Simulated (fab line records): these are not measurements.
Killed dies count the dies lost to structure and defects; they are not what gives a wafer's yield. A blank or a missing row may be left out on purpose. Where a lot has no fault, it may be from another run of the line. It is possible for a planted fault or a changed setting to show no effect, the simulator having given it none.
What tool caused it? | flow sky130 | 15 lots with 45 wafers sampled at 4 steps, on a route of 708 steps

== WHAT EACH GAUGE READ, for each wafer ==
SKY_NWELL_TW_MEAS_26. Usual: for NWELL_2_TW the level is 494 and the standard deviation is 3.3.
lot  | measured     | on           | NWELL_2_TW  | flag
L304 | day 5 22:19  | filmMetro-04 | 491 495 495 | 
L306 | day 6 10:29  | filmMetro-02 | 492 492 492 | 
L307 | day 6 17:26  | filmMetro-02 | 491 489 494 | 
L308 | day 7 01:27  | filmMetro-01 | 493 493 494 | 
L309 | day 7 10:07  | filmMetro-04 | 497 494 491 | 
L310 | day 7 10:32  | filmMetro-02 | 492 493 491 | 
L313 | day 8 02:37  | filmMetro-04 | 495 496 494 | 
L316 | day 9 14:43  | filmMetro-01 | 494 495 495 | 
L315 | day 9 15:05  | filmMetro-02 | 495 493 495 | 
L317 | day 10 04:59 | filmMetro-02 | 489 492 492 | 
L318 | day 10 05:38 | filmMetro-04 | 493 487 494 | 
L320 | day 10 15:52 | filmMetro-04 | 489 490 488 | 
L322 | day 11 02:22 | filmMetro-01 | 499 498 499 | 
L324 | day 11 19:17 | filmMetro-02 | 493 492 491 | 
L323 | day 11 19:59 | filmMetro-04 | 491 494 492 | 

SKY_VT_ADJUST_HVTP_TW_MEAS_11. Usual: for VT_ADJUST_HVTP_TW the level is 1351 and the standard deviation is 9.9.
lot  | measured     | on           | VT_ADJUST_HVTP_TW | flag
L304 | day 6 16:15  | filmMetro-03 | 1349 1341 1348    | 
L306 | day 7 04:36  | filmMetro-02 | 1341 1336 1346    | 
L307 | day 7 12:26  | filmMetro-02 | 1333 1337 1332    | 
L308 | day 7 20:46  | filmMetro-01 | 1354 1343 1353    | 
L309 | day 8 05:23  | filmMetro-03 | 1356 1343 1339    | 
L310 | day 8 05:41  | filmMetro-02 | 1339 1339 1340    | 
L313 | day 8 23:49  | filmMetro-02 | 1338 1339 1340    | 
L316 | day 10 12:50 | filmMetro-03 | 1356 1344 1346    | 
L315 | day 10 14:16 | filmMetro-03 | 1354 1354 1339    | 
L317 | day 11 05:12 | filmMetro-03 | 1341 1355 1345    | 
L318 | day 11 05:59 | filmMetro-01 | 1360 1365 1372    | 
L320 | day 11 16:02 | filmMetro-02 | 1339 1336 1341    | 
L322 | day 12 02:29 | filmMetro-01 | 1362 1357 1372    | 
L324 | day 12 21:13 | filmMetro-01 | 1369 1364 1357    | 
L323 | day 12 21:38 | filmMetro-01 | 1365 1359 1358    | 

SKY_LDD_P_CD_MEAS_07: the cd target is 380 nm. Usual: cdNm at 380.8 nm, with a standard deviation of 2.4.
lot  | measured     | on       | cdNm (nm)         | flag
L304 | day 19 09:13 | cdSem-01 | 378.1 376.3 378.2 | 
L306 | day 20 08:55 | cdSem-02 | 379.9 377.2 379.6 | 
L307 | day 20 20:41 | cdSem-01 | 380.7 382.7 382.6 | 
L308 | day 21 13:31 | cdSem-02 | 382.8 382.1 384.2 | 
L309 | day 21 23:59 | cdSem-02 | 379.3 379.8 382.9 | 
L310 | day 22 05:14 | cdSem-01 | 376.6 378.5 375.1 | 
L313 | day 23 05:23 | cdSem-01 | 380.9 382.0 380.2 | 
L316 | day 25 14:02 | cdSem-02 | 381.4 382.9 383.9 | 
L315 | day 25 14:22 | cdSem-02 | 380.1 382.0 379.1 | 
L317 | day 26 06:47 | cdSem-02 | 382.2 382.6 382.7 | 
L318 | day 26 08:02 | cdSem-02 | 383.5 382.8 383.6 | 
L320 | day 26 21:47 | cdSem-02 | 376.8 376.8 376.0 | 
L322 | day 27 18:03 | cdSem-01 | 380.6 378.2 380.7 | 
L324 | day 27 21:23 | cdSem-01 | 385.6 384.6 384.1 | 
L323 | day 28 02:17 | cdSem-01 | 381.8 380.5 380.5 | 

== WHAT TOOL EACH LOT RAN ON (gives the tool, then ch and the chambers of the sampled wafers, and finally the start) ==
lot  | SKY_VT_ADJUST_LVTN_DEVELOP_06
L304 | lithoTrack-03 ch 0, day 7 10:00
L306 | lithoTrack-03 ch 0, day 7 22:00
L307 | lithoTrack-01 ch 0, day 8 06:00
L308 | lithoTrack-04 ch 0, day 8 15:00
L309 | lithoTrack-01 ch 0, day 9 01:00
L310 | lithoTrack-03 ch 0, day 9 02:00
L313 | lithoTrack-01 ch 0, day 9 19:00
L316 | lithoTrack-04, day 11 11:00
L315 | lithoTrack-01, day 11 12:00
L317 | lithoTrack-03, day 12 04:00
L318 | lithoTrack-01 ch 0, day 12 04:00
L320 | lithoTrack-03 ch 0, day 12 16:00
L322 | lithoTrack-01 ch 0, day 13 03:00
L324 | lithoTrack-03 ch 0, day 13 22:00
L323 | lithoTrack-03 ch 0, day 14 00:00
- SKY_VT_ADJUST_LVTN_DEVELOP_06: develop time 60 s.

== WHAT THE TOOLS THEMSELVES READ (means of the sampled wafers that have a number; where no wafer has one, the mark that the record gives instead) ==
SKY_VT_ADJUST_LVTN_DEVELOP_06. Usual: chillPlateTempC at 23.02 C, with a standard deviation of 0.11.
lot  | tool          | chillPlateTempC (C) | flag
L304 | lithoTrack-03 | 22.98               | 
L306 | lithoTrack-03 | 23.15               | 
L307 | lithoTrack-01 | 22.98               | 
L308 | lithoTrack-04 | 23.11               | 
L309 | lithoTrack-01 | 22.92               | 
L310 | lithoTrack-03 | 22.95               | 
L313 | lithoTrack-01 | 22.98               | 
L316 | lithoTrack-04 | -                   | OFF
L315 | lithoTrack-01 | -                   | OFF
L317 | lithoTrack-03 | -                   | OFF
L318 | lithoTrack-01 | 23.07               | 
L320 | lithoTrack-03 | 23.16               | 
L322 | lithoTrack-01 | 22.96               | 
L324 | lithoTrack-03 | 23.05               | 
L323 | lithoTrack-03 | 22.98               | 

== THE ANSWER, worked out from the rows above alone ==
Rule: take the mean of a lot's wafers that have a number; if it is more than 3 standard deviations from the usual mean, the lot is off. Also off: a lot with no number at a reading for which 4 or more lots have one. The other lots that the step has rows for count as sound. The gauges are gone through in route order, then the tools' own readings, and for those a lot's mean is taken as printed above. The first step at which some lot is off is used, and at that step the reading that is off furthest; a lot without a number counts as furthest.
Off at SKY_VT_ADJUST_LVTN_DEVELOP_06 (chillPlateTempC): L316, L315, L317. Without a number there: L316, L315, L317.
If a tool, at that step or one of the process steps before it, ran each lot that is off and ran no sound lot following the first of them, it fits. Not one of the candidates tried fits.

== WHAT WAS PUT IN BY THE SIMULATOR ==
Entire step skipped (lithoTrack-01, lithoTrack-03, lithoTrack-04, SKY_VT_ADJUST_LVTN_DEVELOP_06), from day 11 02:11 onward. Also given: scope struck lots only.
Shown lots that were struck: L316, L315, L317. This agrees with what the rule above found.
